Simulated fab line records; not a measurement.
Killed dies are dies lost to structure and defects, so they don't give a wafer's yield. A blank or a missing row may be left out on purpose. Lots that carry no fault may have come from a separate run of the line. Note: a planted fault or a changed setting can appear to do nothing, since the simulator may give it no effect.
fab line records | flow sky130 | part 2 of 2: steps 27 to 35 of 35
record lots=5 | wafers=15 | lastDay=50
route steps=708 shown LOCAL_INTERCONNECT@394 CONTACT@406
lots untouched by any fault: they come from a run of this same line in which no faults occurred
startH: the number of hours between the record's first day and the start of the first shown wafer of the lot | waitH: hours elapsed since this lot's preceding step | " the same as in the row above | L1.1+2: one row covering several wafers at once | - no value present, or no start provided | * or withheld: withheld | < > ~ a bound
route shown NAME@n: a module of which the file shows steps, and the number in the route of the first | usual: mean and standard deviation over wafers with no fault | same: alike in all rows | chamber/n: place in a boat | sites: the reading at each site | _std_site: how widely they spread, as a standard deviation | _edge_site: the outer-site mean with the inner-site mean subtracted | radiusMm: how far each site lies from the wafer's centre | mask NAME#n: copy n | behind: tool/chamber where the wafer was last shaped | hold: what put the lot on hold/how long, in hours/how the hold closed | device: the n, p or np transistor that did not switch | end of line: the tests these same wafers got at the end of their route | for a step that has no rows: nothing shown but its recipe | killed: count of dies lost to structure and defects at first sort (not the wafer's yield) | map: shows each die of a wafer: x if killed, . if not, _ if none is there
set.NAME: the setting that was run; set.NAME@STEP: the one run at that earlier step | model.NAME: the simulator's own value behind a step, which no gauge read
lots at some steps of the route; a table a step, a row a wafer
services: when a tool's chamber went out of use (startH, in hours from the record's first day, below 0 if earlier), for how many hours, and the reason
## steps
# step SKY_CONTACT_CD_MEAS_14
# recipe targetCdNm=170
# usual cdNm=170.2/1.4
lot.wafer | tool     | chamber | startH | waitH | cdNm
L081.1    | cdSem-02 | -       | 796.06 | -     | 169.5
L081.4    | "        | -       | "      | "     | 171.2
L081.5    | "        | -       | "      | "     | 170.2
L088.1    | cdSem-02 | -       | 844.06 | -     | 169.4
L088.2    | "        | -       | "      | "     | 170.0
L088.5    | "        | -       | "      | "     | 169.8
L089.2    | cdSem-02 | -       | 851.97 | -     | 170.9
L089.4    | "        | -       | "      | "     | 171.2
L089.6    | "        | -       | "      | "     | 171.9
L095.1    | cdSem-02 | -       | 901.14 | -     | 169.4
L095.3    | "        | -       | "      | "     | 170.3
L095.6    | "        | -       | "      | "     | 169.4
L097.2    | cdSem-01 | -       | 909.47 | -     | 171.8
L097.3    | "        | -       | "      | "     | 170.8
L097.5    | "        | -       | "      | "     | 171.1
# step SKY_CONTACT_OVL_MEAS_15
# usual CONTACT_OVL=-1/5.1
lot.wafer | tool       | chamber | startH | waitH | CONTACT_OVL[nm]
L081.1    | overlay-02 | -       | 796.18 | 0.1   | 0
L081.4    | "          | -       | "      | "     | 3
L081.5    | "          | -       | "      | "     | -6
L088.1    | overlay-01 | -       | 844.18 | 0.1   | 3
L088.2    | "          | -       | "      | "     | -4
L088.5    | "          | -       | "      | "     | 1
L089.2    | overlay-01 | -       | 852.07 | 0.1   | -5
L089.4    | "          | -       | "      | "     | -1
L089.6    | "          | -       | "      | "     | -4
L095.1    | overlay-02 | -       | 901.26 | 0.1   | 10
L095.3    | "          | -       | "      | "     | 13
L095.6    | "          | -       | "      | "     | 8
L097.2    | overlay-01 | -       | 909.57 | 0.1   | -5
L097.3    | "          | -       | "      | "     | -5
L097.5    | "          | -       | "      | "     | -2
# step SKY_CONTACT_ETCH_16
# recipe chemistry=N2/H2 | target=BARC | ionEnergyEv=200 | sourceW=500 | biasW=100 | pressureMtorr=30 | n2FlowSccm=100 | h2FlowSccm=200 | stopOn=SiO2 | timeS=45.9 | targetDepthA=600
# usual chamberPressureMTorr=29.997/0.028 | drypumpMotorCurrentA=5.7/0.38 | oesProductAu=0.854/0.0047 | throttleValvePct=13.225/0.0089
lot.wafer | tool       | chamber | startH | waitH | chamberPressureMTorr | drypumpMotorCurrentA | oesProductAu | rfHoursCounterH | throttleValvePct
L081.1    | rieDiel-02 | 3       | 796.21 | 0.0   | 29.996               | 6.0                  | 0.858        | 15              | 13.218
L081.4    | "          | 2       | "      | "     | 29.980               | 5.2                  | 0.856        | 33              | 13.232
L081.5    | "          | 2       | "      | "     | 30.000               | 5.2                  | 0.851        | -               | 13.224
L088.1    | rieDiel-01 | 0       | 844.21 | 0.0   | 29.969               | 5.6                  | 0.862        | 8               | 13.231
L088.2    | "          | 1       | "      | "     | 29.970               | 6.2                  | 0.851        | 6               | 13.221
L088.5    | "          | 2       | "      | "     | 29.998               | 5.3                  | 0.857        | -               | 13.210
L089.2    | rieDiel-01 | 1       | 852.10 | 0.0   | 29.981               | 6.2                  | 0.851        | 6               | 13.228
L089.4    | "          | 3       | "      | "     | 30.003               | 5.4                  | 0.853        | 2               | 13.224
L089.6    | "          | 2       | "      | "     | 30.027               | 5.3                  | 0.853        | -               | 13.219
L095.1    | rieDiel-01 | 3       | 901.30 | 0.0   | 30.082               | 5.4                  | 0.859        | 4               | 13.215
L095.3    | "          | 2       | "      | "     | 29.971               | 5.3                  | 0.852        | 24              | 13.210
L095.6    | "          | 0       | "      | "     | 30.026               | 5.5                  | 0.845        | -               | 13.213
L097.2    | rieDiel-03 | 0       | 909.60 | 0.0   | 30.024               | 5.9                  | 0.865        | 13              | 13.235
L097.3    | "          | 2       | "      | "     | 30.038               | 5.6                  | 0.864        | 13              | 13.228
L097.5    | "          | 2       | "      | "     | 29.993               | 5.6                  | 0.858        | -               | 13.240
# step SKY_CONTACT_ETCH_17
# recipe target=SiO2 | chemistry=C4F8/O2/Ar | stopOn=Si3N4 | maskMaterial=KrF-thick | sourceW=1500 | biasW=1200 | pressureMtorr=40 | c4f8FlowSccm=withheld | O2_flow_sccm=6 | Ar_flow_sccm=300 | timeS=withheld | targetDepthA=3400
# usual chamberPressureMTorr=40.00/0.034 | oesProductAu=0.891/0.0046
lot.wafer | tool       | chamber | startH | waitH | chamberPressureMTorr | oesProductAu
L081.1    | rieDiel-02 | 3       | 796.25 | 0.0   | 40.02                | 0.888
L081.4    | "          | 2       | "      | "     | 40.01                | 0.887
L081.5    | "          | 2       | "      | "     | 40.02                | 0.893
L088.1    | rieDiel-01 | 0       | 844.26 | 0.0   | 40.05                | 0.894
L088.2    | "          | 1       | "      | "     | 40.04                | 0.890
L088.5    | "          | 2       | "      | "     | 39.95                | 0.887
L089.2    | rieDiel-01 | 1       | 852.15 | 0.0   | 39.99                | 0.891
L089.4    | "          | 3       | "      | "     | 39.96                | 0.893
L089.6    | "          | 2       | "      | "     | 40.02                | 0.884
L095.1    | rieDiel-01 | 3       | 901.34 | 0.0   | 39.98                | 0.899
L095.3    | "          | 2       | "      | "     | 40.02                | 0.892
L095.6    | "          | 0       | "      | "     | 39.98                | 0.896
L097.2    | rieDiel-03 | 0       | 909.65 | 0.0   | 40.01                | 0.886
L097.3    | "          | 2       | "      | "     | 39.95                | 0.896
L097.5    | "          | 2       | "      | "     | 40.04                | 0.888
# step SKY_CONTACT_ETCH_18
# recipe target=Si3N4 | chemistry=CHF3/O2 | stopOn=TiN | sourceW=600 | biasW=200 | pressureMtorr=40 | chf3FlowSccm=50 | O2_flow_sccm=5 | timeS=39 | targetDepthA=750
# usual chamberPressureMTorr=40.00/0.04 | drypumpMotorCurrentA=5.7/0.37 | oesProductAu=0.858/0.009 | throttleValvePct=8.794/0.01
lot.wafer | tool       | chamber | startH | waitH | chamberPressureMTorr | drypumpMotorCurrentA | oesProductAu | rfHoursCounterH | throttleValvePct
L081.1    | rieDiel-02 | 3       | -      | -     | 40.03                | 5.9                  | 0.862        | 15              | 8.795
L081.4    | "          | 2       | "      | "     | 40.01                | 5.2                  | 0.871        | 33              | 8.778
L081.5    | "          | 2       | "      | "     | 40.03                | 5.2                  | 0.866        | -               | 8.778
L088.1    | rieDiel-01 | 0       | -      | -     | 39.94                | 5.6                  | 0.855        | 8               | 8.793
L088.2    | "          | 1       | "      | "     | 40.06                | 6.2                  | 0.860        | 6               | 8.796
L088.5    | "          | 2       | "      | "     | 40.10                | 5.3                  | 0.866        | -               | 8.807
L089.2    | rieDiel-01 | 1       | -      | -     | 39.96                | 6.2                  | 0.848        | 6               | 8.805
L089.4    | "          | 3       | "      | "     | 40.02                | 5.4                  | 0.848        | 2               | 8.799
L089.6    | "          | 2       | "      | "     | 40.02                | 5.3                  | 0.851        | -               | 8.797
L095.1    | rieDiel-01 | 3       | -      | -     | 39.95                | 5.4                  | 0.848        | 4               | 8.799
L095.3    | "          | 2       | "      | "     | 39.98                | 5.3                  | 0.843        | 24              | 8.775
L095.6    | "          | 0       | "      | "     | 40.02                | 5.5                  | 0.856        | -               | 8.794
L097.2    | rieDiel-03 | 0       | -      | -     | 40.05                | 5.9                  | 0.851        | 13              | 8.801
L097.3    | "          | 2       | "      | "     | 40.08                | 5.6                  | 0.848        | 13              | 8.801
L097.5    | "          | 2       | "      | "     | 40.01                | 5.6                  | 0.863        | -               | 8.789
# step SKY_CONTACT_STRIP_19
# recipe chemistry=O2/N2 | powerW=1400 | pressureMtorr=1500 | platenTempC=withheld | o2FlowSccm=3000 | n2FlowSccm=300 | overashFraction=0.5
# usual chamberPressureMTorr=1500.1/1.2 | drypumpMotorCurrentA=5.46/0.21 | oesProductAu=0.381/0.0048 | stripTimeToEndpointS=3.63/0.044
# same overashFraction=0.5
lot.wafer | tool           | chamber | startH | waitH | chamberPressureMTorr | drypumpMotorCurrentA | oesProductAu | rfHoursCounterH | stripTimeToEndpointS
L081.1    | plasmaAsher-04 | 0       | 796.34 | -     | 1500.9               | 5.13                 | 0.389        | 91              | 3.66
L081.4    | "              | 1       | "      | "     | 1502.1               | 5.67                 | 0.382        | -               | 3.61
L081.5    | "              | 1       | "      | "     | 1500.9               | 5.66                 | 0.377        | -               | 3.60
L088.1    | plasmaAsher-01 | 1       | 844.35 | -     | 1501.2               | 5.43                 | 0.387        | 74              | 3.67
L088.2    | "              | 0       | "      | "     | 1499.1               | 5.53                 | 0.375        | 74              | 3.65
L088.5    | "              | 0       | "      | "     | 1499.5               | 5.53                 | 0.388        | -               | 3.66
L089.2    | plasmaAsher-03 | 1       | 852.24 | -     | 1499.5               | 5.71                 | 0.377        | 42              | 3.61
L089.4    | "              | 0       | "      | "     | 1501.2               | 5.29                 | 0.377        | -               | 3.54
L089.6    | "              | 1       | "      | "     | 1500.7               | 5.69                 | 0.382        | -               | 3.63
L095.1    | plasmaAsher-04 | 0       | 901.43 | -     | 1500.9               | 5.14                 | 0.386        | 101             | 3.57
L095.3    | "              | 1       | "      | "     | 1499.9               | 5.64                 | 0.375        | -               | 3.65
L095.6    | "              | 1       | "      | "     | 1498.1               | 5.65                 | 0.378        | -               | 3.63
L097.2    | plasmaAsher-04 | 0       | 909.74 | -     | 1502.2               | 5.12                 | 0.387        | 102             | 3.67
L097.3    | "              | 0       | "      | "     | 1499.1               | 5.14                 | 0.381        | -               | 3.66
L097.5    | "              | 0       | "      | "     | 1500.5               | 5.10                 | 0.385        | -               | 3.65
# step SKY_CONTACT_STRIP_20
# recipe chemistry=postEtchResidueRemover | timeS=1200 | tempC=72.5
lot.wafer  | tool        | chamber | startH | waitH
L081.1+4+5 | wetBench-03 | 1       | 796.44 | 0.1
L088.1+2+5 | wetBench-02 | 3       | 844.45 | 0.1
L089.2+4+6 | wetBench-03 | 0       | 852.34 | 0.1
L095.1+3+6 | wetBench-02 | 2       | 901.53 | 0.1
L097.2+3+5 | wetBench-02 | 1       | 909.84 | 0.1
# step SKY_CONTACT_CLEAN_21
# recipe chemistry=IPA | timeS=180 | tempC=25
lot.wafer  | tool        | chamber | startH | waitH
L081.1+4+5 | wetBench-01 | 3       | 796.82 | 0.0
L088.1+2+5 | wetBench-03 | 1       | 844.79 | 0.0
L089.2+4+6 | wetBench-02 | 2       | 852.68 | 0.0
L095.1+3+6 | wetBench-01 | 1       | 901.87 | 0.0
L097.2+3+5 | wetBench-01 | 1       | 910.18 | 0.0
# step SKY_CONTACT_CLEAN_22
# recipe chemistry=O3/DIW | dry=n2Spin
lot.wafer  | tool        | chamber | startH | waitH
L081.1+4+5 | wetBench-01 | 2       | 796.88 | 0.0
L088.1+2+5 | wetBench-01 | 2       | 844.85 | 0.0
L089.2+4+6 | wetBench-01 | 2       | 852.74 | 0.0
L095.1+3+6 | wetBench-03 | 2       | 901.93 | 0.0
L097.2+3+5 | wetBench-03 | 1       | 910.24 | 0.0
## services
tool          | chamber | startH | hours | kind
cmp-01        | -       | 736.00 | 1.0   | repair
cmp-01        | -       | 744.33 | 4.0   | pm
krfScanner-02 | -       | 747.30 | 4.0   | pm
cmp-01        | -       | 748.33 | 7.8   | pm
wetBench-02   | -       | 752.47 | 1.0   | repair
rieMetal-02   | -       | 759.52 | 2.8   | pm
rieDiel-01    | 3       | 776.30 | 4.7   | repair
hdpcvd-02     | -       | 787.25 | 1.0   | repair
krfScanner-01 | -       | 792.50 | 1.0   | repair
hdpcvd-02     | 2       | 809.83 | 1.9   | repair
krfScanner-01 | -       | 810.76 | 0.8   | pm
krfScanner-01 | -       | 811.62 | 1.0   | pm
krfScanner-01 | -       | 832.79 | 0.8   | pm
krfScanner-02 | -       | 835.18 | 1.0   | pm
cmp-01        | -       | 837.09 | 6.3   | pm
cmp-01        | -       | 846.65 | 2.5   | repair
krfScanner-02 | -       | 848.95 | 0.8   | pm
cmp-01        | -       | 851.60 | 1.3   | repair
rieDiel-01    | 2       | 853.08 | 7.4   | repair
rieDiel-01    | -       | 875.20 | 0.3   | repair
krfScanner-01 | -       | 893.64 | 1.3   | pm
wetBench-01   | -       | 896.00 | 1.8   | repair
krfScanner-02 | -       | 899.50 | 1.3   | pm
rieDiel-01    | -       | 909.07 | 6.1   | repair
